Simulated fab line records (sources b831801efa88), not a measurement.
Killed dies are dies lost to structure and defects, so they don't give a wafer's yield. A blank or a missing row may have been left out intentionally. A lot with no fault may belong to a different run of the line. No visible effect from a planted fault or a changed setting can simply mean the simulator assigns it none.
Which tool was responsible? || flow sky130 || 11 lots, 33 wafers sampled, at 5 steps of a route of 708

== WHAT EACH GAUGE READ, for each wafer ==
Not one reading of a measure or inspect step in the record can be checked against a usual standard deviation.

== TOOL THAT RAN EACH LOT (tool first, then ch and the chambers of the sampled wafers, then the start) ==
{"lot": "L415", "SKY_FIELD_ISO_ETCH_14": "rie_diel-04 ch 0,2,3, day 2 11:20", "SKY_NWELL_STRIP_14": "plasma_asher-02 ch 0,1, day 4 19:41", "SKY_NWELL_STRIP_25": "plasma_asher-03 ch 0,1, day 5 13:41", "SKY_VT_ADJUST_LVTN_STRIP_09": "plasma_asher-01 ch 0,1, day 7 03:29", "SKY_PAD_OPEN_PROBE_99": "-"}
{"lot": "L416", "SKY_FIELD_ISO_ETCH_14": "rie_diel-02 ch 2,3, day 2 15:50", "SKY_NWELL_STRIP_14": "plasma_asher-02 ch 0,1, day 5 00:23", "SKY_NWELL_STRIP_25": "plasma_asher-03 ch 0,1, day 5 18:35", "SKY_VT_ADJUST_LVTN_STRIP_09": "plasma_asher-04 ch 0,1, day 7 08:32", "SKY_PAD_OPEN_PROBE_99": "-"}
{"lot": "L417", "SKY_FIELD_ISO_ETCH_14": "rie_diel-04 ch 1,2,3, day 2 19:37", "SKY_NWELL_STRIP_14": "plasma_asher-03 ch 0,1, day 5 05:56", "SKY_NWELL_STRIP_25": "plasma_asher-03 ch 0,1, day 6 00:08", "SKY_VT_ADJUST_LVTN_STRIP_09": "plasma_asher-01 ch 0,1, day 7 14:50", "SKY_PAD_OPEN_PROBE_99": "-"}
{"lot": "L420", "SKY_FIELD_ISO_ETCH_14": "rie_diel-01 ch 0,1,3, day 3 12:26", "SKY_NWELL_STRIP_14": "plasma_asher-03 ch 0,1, day 5 23:29", "SKY_NWELL_STRIP_25": "plasma_asher-03 ch 0,1, day 6 17:47", "SKY_VT_ADJUST_LVTN_STRIP_09": "plasma_asher-04 ch 0,1, day 8 10:13", "SKY_PAD_OPEN_PROBE_99": "-"}
{"lot": "L421", "SKY_FIELD_ISO_ETCH_14": "rie_diel-02 ch 1,2, day 3 19:43", "SKY_NWELL_STRIP_14": "plasma_asher-04 ch 0,1, day 6 08:41", "SKY_NWELL_STRIP_25": "plasma_asher-02 ch 0,1, day 7 03:08", "SKY_VT_ADJUST_LVTN_STRIP_09": "plasma_asher-02 ch 0,1, day 8 19:16", "SKY_PAD_OPEN_PROBE_99": "-"}
{"lot": "L429", "SKY_FIELD_ISO_ETCH_14": "rie_diel-02 ch 0,1,2, day 5 15:16", "SKY_NWELL_STRIP_14": "plasma_asher-04 ch 0,1, day 8 12:26", "SKY_NWELL_STRIP_25": "plasma_asher-04 ch 0,1, day 9 09:55", "SKY_VT_ADJUST_LVTN_STRIP_09": "plasma_asher-04 ch 0,1, day 11 07:13", "SKY_PAD_OPEN_PROBE_99": "-"}
{"lot": "L433", "SKY_FIELD_ISO_ETCH_14": "rie_diel-04 ch 1,2,3, day 6 08:37", "SKY_NWELL_STRIP_14": "plasma_asher-03 ch 0,1, day 9 03:19", "SKY_NWELL_STRIP_25": "plasma_asher-04 ch 0,1, day 10 01:17", "SKY_VT_ADJUST_LVTN_STRIP_09": "plasma_asher-01 ch 0,1, day 12 00:28", "SKY_PAD_OPEN_PROBE_99": "prober-02, day 50 05:51"}
{"lot": "L434", "SKY_FIELD_ISO_ETCH_14": "rie_diel-01 ch 0,2, day 6 11:52", "SKY_NWELL_STRIP_14": "plasma_asher-02 ch 0,1, day 9 09:52", "SKY_NWELL_STRIP_25": "plasma_asher-02 ch 0, day 10 07:44", "SKY_VT_ADJUST_LVTN_STRIP_09": "plasma_asher-02 ch 0,1, day 12 06:53", "SKY_PAD_OPEN_PROBE_99": "prober-01, day 50 05:48"}
{"lot": "L435", "SKY_FIELD_ISO_ETCH_14": "rie_diel-04 ch 0,1, day 6 21:19", "SKY_NWELL_STRIP_14": "plasma_asher-03 ch 0,1, day 9 18:11", "SKY_NWELL_STRIP_25": "plasma_asher-02 ch 0,1, day 10 16:17", "SKY_VT_ADJUST_LVTN_STRIP_09": "plasma_asher-02 ch 0,1, day 12 16:31", "SKY_PAD_OPEN_PROBE_99": "prober-02, day 50 13:22"}
{"lot": "L436", "SKY_FIELD_ISO_ETCH_14": "rie_diel-01 ch 0,1, day 6 23:31", "SKY_NWELL_STRIP_14": "plasma_asher-04 ch 0,1, day 9 21:44", "SKY_NWELL_STRIP_25": "plasma_asher-02 ch 0,1, day 10 20:05", "SKY_VT_ADJUST_LVTN_STRIP_09": "plasma_asher-02 ch 0,1, day 12 21:17", "SKY_PAD_OPEN_PROBE_99": "-"}
{"lot": "L437", "SKY_FIELD_ISO_ETCH_14": "rie_diel-04 ch 0,2, day 7 06:25", "SKY_NWELL_STRIP_14": "plasma_asher-02 ch 0, day 10 07:17", "SKY_NWELL_STRIP_25": "plasma_asher-04 ch 1, day 11 06:14", "SKY_VT_ADJUST_LVTN_STRIP_09": "plasma_asher-04 ch 0,1, day 13 07:35", "SKY_PAD_OPEN_PROBE_99": "-"}
- SKY_FIELD_ISO_ETCH_14: etches BARC in N2/H2, stops on SiO2, time 45.9 s, target depth 60 nm.
- SKY_NWELL_STRIP_14: strips in O2/N2.
- SKY_NWELL_STRIP_25: strips in O2/N2.
- SKY_VT_ADJUST_LVTN_STRIP_09: strips in O2/N2.
- SKY_PAD_OPEN_PROBE_99

== WHAT THE TOOLS THEMSELVES READ (means of the sampled wafers that have a number; where no wafer has one, the mark that the record gives instead) ==
SKY_FIELD_ISO_ETCH_14.
{"lot": "L415", "tool": "rie_diel-04", "drypump_motor_current_A (A)": 5.9, "n2_flow_sccm (sccm)": 100.0, "oes_product_au (a.u.)": 0.857, "rf_fwd_power_W (W)": 494.6, "throttle_valve_pct (%)": 13.218}
{"lot": "L416", "tool": "rie_diel-02", "drypump_motor_current_A (A)": 5.8, "n2_flow_sccm (sccm)": 99.7, "oes_product_au (a.u.)": 0.856, "rf_fwd_power_W (W)": 491.9, "throttle_valve_pct (%)": 13.217}
{"lot": "L417", "tool": "rie_diel-04", "drypump_motor_current_A (A)": 5.7, "n2_flow_sccm (sccm)": 99.7, "oes_product_au (a.u.)": 0.855, "rf_fwd_power_W (W)": 494.0, "throttle_valve_pct (%)": 13.217}
{"lot": "L420", "tool": "rie_diel-01", "drypump_motor_current_A (A)": 5.9, "n2_flow_sccm (sccm)": 100.0, "oes_product_au (a.u.)": 0.856, "rf_fwd_power_W (W)": 494.8, "throttle_valve_pct (%)": 13.214}
{"lot": "L421", "tool": "rie_diel-02", "drypump_motor_current_A (A)": 5.8, "n2_flow_sccm (sccm)": 100.5, "oes_product_au (a.u.)": 0.856, "rf_fwd_power_W (W)": 492.9, "throttle_valve_pct (%)": 13.232}
{"lot": "L429", "tool": "rie_diel-02", "drypump_motor_current_A (A)": 5.8, "n2_flow_sccm (sccm)": 100.2, "oes_product_au (a.u.)": 0.854, "rf_fwd_power_W (W)": 466.9, "throttle_valve_pct (%)": 13.221}
{"lot": "L433", "tool": "rie_diel-04", "drypump_motor_current_A (A)": 5.7, "n2_flow_sccm (sccm)": 99.8, "oes_product_au (a.u.)": 0.858, "rf_fwd_power_W (W)": 496.5, "throttle_valve_pct (%)": 13.223}
{"lot": "L434", "tool": "rie_diel-01", "drypump_motor_current_A (A)": 6.3, "n2_flow_sccm (sccm)": 99.7, "oes_product_au (a.u.)": 0.855, "rf_fwd_power_W (W)": 495.0, "throttle_valve_pct (%)": 13.212}
{"lot": "L435", "tool": "rie_diel-04", "drypump_motor_current_A (A)": 6.3, "n2_flow_sccm (sccm)": 99.7, "oes_product_au (a.u.)": 0.856, "rf_fwd_power_W (W)": 494.6, "throttle_valve_pct (%)": 13.227}
{"lot": "L436", "tool": "rie_diel-01", "drypump_motor_current_A (A)": 6.0, "n2_flow_sccm (sccm)": 100.0, "oes_product_au (a.u.)": 0.856, "rf_fwd_power_W (W)": 495.6, "throttle_valve_pct (%)": 13.222}
{"lot": "L437", "tool": "rie_diel-04", "drypump_motor_current_A (A)": 5.7, "n2_flow_sccm (sccm)": 99.8, "oes_product_au (a.u.)": 0.858, "rf_fwd_power_W (W)": 493.1, "throttle_valve_pct (%)": 13.222}

SKY_NWELL_STRIP_14.
{"lot": "L415", "tool": "plasma_asher-02", "drypump_motor_current_A (A)": 5.1, "n2_flow_sccm (sccm)": 300.6, "o2_flow_sccm (sccm)": 3006, "oes_product_au (a.u.)": 0.719, "strip_time_to_endpoint_s (s)": 36.85}
{"lot": "L416", "tool": "plasma_asher-02", "drypump_motor_current_A (A)": 5.1, "n2_flow_sccm (sccm)": 299.9, "o2_flow_sccm (sccm)": 2998, "oes_product_au (a.u.)": 0.723, "strip_time_to_endpoint_s (s)": 36.95}
{"lot": "L417", "tool": "plasma_asher-03", "drypump_motor_current_A (A)": 5.8, "n2_flow_sccm (sccm)": 299.5, "o2_flow_sccm (sccm)": 3003, "oes_product_au (a.u.)": 0.723, "strip_time_to_endpoint_s (s)": 36.97}
{"lot": "L420", "tool": "plasma_asher-03", "drypump_motor_current_A (A)": 5.8, "n2_flow_sccm (sccm)": 300.4, "o2_flow_sccm (sccm)": 2998, "oes_product_au (a.u.)": 0.721, "strip_time_to_endpoint_s (s)": 36.86}
{"lot": "L421", "tool": "plasma_asher-04", "drypump_motor_current_A (A)": 5.6, "n2_flow_sccm (sccm)": 300.3, "o2_flow_sccm (sccm)": 3006, "oes_product_au (a.u.)": 0.717, "strip_time_to_endpoint_s (s)": 36.95}
{"lot": "L429", "tool": "plasma_asher-04", "drypump_motor_current_A (A)": 5.5, "n2_flow_sccm (sccm)": 301.4, "o2_flow_sccm (sccm)": 2994, "oes_product_au (a.u.)": 0.723, "strip_time_to_endpoint_s (s)": 37.00}
{"lot": "L433", "tool": "plasma_asher-03", "drypump_motor_current_A (A)": 5.8, "n2_flow_sccm (sccm)": 300.6, "o2_flow_sccm (sccm)": 2995, "oes_product_au (a.u.)": 0.727, "strip_time_to_endpoint_s (s)": 36.83}
{"lot": "L434", "tool": "plasma_asher-02", "drypump_motor_current_A (A)": 5.0, "n2_flow_sccm (sccm)": 299.7, "o2_flow_sccm (sccm)": 2996, "oes_product_au (a.u.)": 0.723, "strip_time_to_endpoint_s (s)": 36.96}
{"lot": "L435", "tool": "plasma_asher-03", "drypump_motor_current_A (A)": 5.8, "n2_flow_sccm (sccm)": 299.7, "o2_flow_sccm (sccm)": 2997, "oes_product_au (a.u.)": 0.723, "strip_time_to_endpoint_s (s)": 36.86}
{"lot": "L436", "tool": "plasma_asher-04", "drypump_motor_current_A (A)": 5.5, "n2_flow_sccm (sccm)": 300.0, "o2_flow_sccm (sccm)": 3002, "oes_product_au (a.u.)": 0.723, "strip_time_to_endpoint_s (s)": 36.87}
{"lot": "L437", "tool": "plasma_asher-02", "drypump_motor_current_A (A)": 5.1, "n2_flow_sccm (sccm)": 300.1, "o2_flow_sccm (sccm)": 3003, "oes_product_au (a.u.)": 0.728, "strip_time_to_endpoint_s (s)": 36.76}

SKY_NWELL_STRIP_25.
{"lot": "L415", "tool": "plasma_asher-03", "drypump_motor_current_A (A)": 5.8, "n2_flow_sccm (sccm)": 299.7, "o2_flow_sccm (sccm)": 3002, "oes_product_au (a.u.)": 0.725, "strip_time_to_endpoint_s (s)": 36.73}
{"lot": "L416", "tool": "plasma_asher-03", "drypump_motor_current_A (A)": 5.8, "n2_flow_sccm (sccm)": 300.7, "o2_flow_sccm (sccm)": 2995, "oes_product_au (a.u.)": 0.726, "strip_time_to_endpoint_s (s)": 36.96}
{"lot": "L417", "tool": "plasma_asher-03", "drypump_motor_current_A (A)": 5.8, "n2_flow_sccm (sccm)": 300.0, "o2_flow_sccm (sccm)": 2997, "oes_product_au (a.u.)": 0.721, "strip_time_to_endpoint_s (s)": 36.81}
{"lot": "L420", "tool": "plasma_asher-03", "drypump_motor_current_A (A)": 6.1, "n2_flow_sccm (sccm)": 301.3, "o2_flow_sccm (sccm)": 2997, "oes_product_au (a.u.)": 0.726, "strip_time_to_endpoint_s (s)": 36.83}
{"lot": "L421", "tool": "plasma_asher-02", "drypump_motor_current_A (A)": 5.1, "n2_flow_sccm (sccm)": 300.0, "o2_flow_sccm (sccm)": 2997, "oes_product_au (a.u.)": 0.721, "strip_time_to_endpoint_s (s)": 36.92}
{"lot": "L429", "tool": "plasma_asher-04", "drypump_motor_current_A (A)": 5.5, "n2_flow_sccm (sccm)": 299.4, "o2_flow_sccm (sccm)": 2999, "oes_product_au (a.u.)": 0.726, "strip_time_to_endpoint_s (s)": 36.95}
{"lot": "L433", "tool": "plasma_asher-04", "drypump_motor_current_A (A)": 5.6, "n2_flow_sccm (sccm)": 300.2, "o2_flow_sccm (sccm)": 3009, "oes_product_au (a.u.)": 0.724, "strip_time_to_endpoint_s (s)": 36.76}
{"lot": "L434", "tool": "plasma_asher-02", "drypump_motor_current_A (A)": 5.1, "n2_flow_sccm (sccm)": 300.9, "o2_flow_sccm (sccm)": 3001, "oes_product_au (a.u.)": 0.719, "strip_time_to_endpoint_s (s)": 36.90}
{"lot": "L435", "tool": "plasma_asher-02", "drypump_motor_current_A (A)": 5.1, "n2_flow_sccm (sccm)": 300.5, "o2_flow_sccm (sccm)": 3004, "oes_product_au (a.u.)": 0.724, "strip_time_to_endpoint_s (s)": 36.77}
{"lot": "L436", "tool": "plasma_asher-02", "drypump_motor_current_A (A)": 5.0, "n2_flow_sccm (sccm)": 299.8, "o2_flow_sccm (sccm)": 2998, "oes_product_au (a.u.)": 0.726, "strip_time_to_endpoint_s (s)": 36.71}
{"lot": "L437", "tool": "plasma_asher-04", "drypump_motor_current_A (A)": 5.5, "n2_flow_sccm (sccm)": 300.1, "o2_flow_sccm (sccm)": 2991, "oes_product_au (a.u.)": 0.727, "strip_time_to_endpoint_s (s)": 36.74}

SKY_VT_ADJUST_LVTN_STRIP_09.
{"lot": "L415", "tool": "plasma_asher-01", "drypump_motor_current_A (A)": 5.6, "n2_flow_sccm (sccm)": 300.4, "o2_flow_sccm (sccm)": 2996, "oes_product_au (a.u.)": 0.726, "strip_time_to_endpoint_s (s)": 37.12}
{"lot": "L416", "tool": "plasma_asher-04", "drypump_motor_current_A (A)": 5.5, "n2_flow_sccm (sccm)": 300.9, "o2_flow_sccm (sccm)": 2995, "oes_product_au (a.u.)": 0.722, "strip_time_to_endpoint_s (s)": 36.85}
{"lot": "L417", "tool": "plasma_asher-01", "drypump_motor_current_A (A)": 5.7, "n2_flow_sccm (sccm)": 300.4, "o2_flow_sccm (sccm)": 3006, "oes_product_au (a.u.)": 0.724, "strip_time_to_endpoint_s (s)": 36.71}
{"lot": "L420", "tool": "plasma_asher-04", "drypump_motor_current_A (A)": 5.6, "n2_flow_sccm (sccm)": 300.6, "o2_flow_sccm (sccm)": 3008, "oes_product_au (a.u.)": 0.727, "strip_time_to_endpoint_s (s)": 36.84}
{"lot": "L421", "tool": "plasma_asher-02", "drypump_motor_current_A (A)": 5.0, "n2_flow_sccm (sccm)": 300.2, "o2_flow_sccm (sccm)": 2995, "oes_product_au (a.u.)": 0.728, "strip_time_to_endpoint_s (s)": 36.94}
{"lot": "L429", "tool": "plasma_asher-04", "drypump_motor_current_A (A)": 5.5, "n2_flow_sccm (sccm)": 301.0, "o2_flow_sccm (sccm)": 3002, "oes_product_au (a.u.)": 0.722, "strip_time_to_endpoint_s (s)": 36.83}
{"lot": "L433", "tool": "plasma_asher-01", "drypump_motor_current_A (A)": 5.7, "n2_flow_sccm (sccm)": 300.1, "o2_flow_sccm (sccm)": 2995, "oes_product_au (a.u.)": 0.723, "strip_time_to_endpoint_s (s)": 36.86}
{"lot": "L434", "tool": "plasma_asher-02", "drypump_motor_current_A (A)": 5.1, "n2_flow_sccm (sccm)": 300.5, "o2_flow_sccm (sccm)": 3000, "oes_product_au (a.u.)": 0.725, "strip_time_to_endpoint_s (s)": 36.76}
{"lot": "L435", "tool": "plasma_asher-02", "drypump_motor_current_A (A)": 5.0, "n2_flow_sccm (sccm)": 300.2, "o2_flow_sccm (sccm)": 3009, "oes_product_au (a.u.)": 0.723, "strip_time_to_endpoint_s (s)": 37.11}
{"lot": "L436", "tool": "plasma_asher-02", "drypump_motor_current_A (A)": 5.0, "n2_flow_sccm (sccm)": 299.4, "o2_flow_sccm (sccm)": 3002, "oes_product_au (a.u.)": 0.722, "strip_time_to_endpoint_s (s)": 36.73}
{"lot": "L437", "tool": "plasma_asher-04", "drypump_motor_current_A (A)": 5.5, "n2_flow_sccm (sccm)": 300.0, "o2_flow_sccm (sccm)": 3006, "oes_product_au (a.u.)": 0.721, "strip_time_to_endpoint_s (s)": 36.82}

SKY_PAD_OPEN_PROBE_99.
{"lot": "L433", "tool": "prober-02", "killed_at_M0_to_M3": 49, "killed_at_M4_up": 3.0, "killed_at_contacts": 24, "killed_at_front_end": 14, "killed_at_other": 1.3, "killed_dies": 92, "killed_open": 47, "killed_short": 44}
{"lot": "L434", "tool": "prober-01", "killed_at_M0_to_M3": 47, "killed_at_M4_up": 2.3, "killed_at_contacts": 27, "killed_at_front_end": 16, "killed_at_other": 1.3, "killed_dies": 94, "killed_open": 53, "killed_short": 39}
{"lot": "L435", "tool": "prober-02", "killed_at_M0_to_M3": 47, "killed_at_M4_up": 1.3, "killed_at_contacts": 26, "killed_at_front_end": 18, "killed_at_other": 0.0, "killed_dies": 92, "killed_open": 51, "killed_short": 41}

== THE ANSWER, worked out from the rows above alone ==
Rule: the lots themselves supply what counts as usual. Put in order of their means at a reading, lots are off if they are a third of the lots or fewer, leave a main group of 4 or more, and stand apart from it by a gap of 3 or more times the standard deviation of the main group's means; of several such gaps the widest counts. Not used: any main group whose means are identical at the precision the tables above print for the reading. A lot without any number at a reading at which 4 lots or more have one is off too. All remaining lots with rows at the step are treated as sound. Order of review: gauges by route order, followed by the tools' own readings, for which a lot's mean as printed above is used. The first step at which some lot is off is used, and at that step the reading that is off furthest; a lot without a number counts as furthest.
Off at SKY_FIELD_ISO_ETCH_14 (rf_fwd_power_W): L429. The main group: mean 494.3 W, standard deviation 1.3.
A tool fits if, at that step or a process step before it, it ran every lot that is off, and no sound lot after the first of them. One fits: SKY_FIELD_ISO_ETCH_14 on rie_diel-02. A fault onset in the window from L421 (day 3 19:43, its last sound lot) to L429 (day 5 15:16, its first lot off) fits.
On the lots that are off, the tool's own readings at SKY_FIELD_ISO_ETCH_14 differ by more than 5 times the standard deviation of the sound lots' means, which bears it out; rf_fwd_power_W reads 466.9 W there versus 494.3 W on the sound lots.

== WHAT THE SIMULATOR PUT IN ==
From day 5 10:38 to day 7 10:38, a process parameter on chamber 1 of rie_diel-02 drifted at SKY_FIELD_ISO_ETCH_14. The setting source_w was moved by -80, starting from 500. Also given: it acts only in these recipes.
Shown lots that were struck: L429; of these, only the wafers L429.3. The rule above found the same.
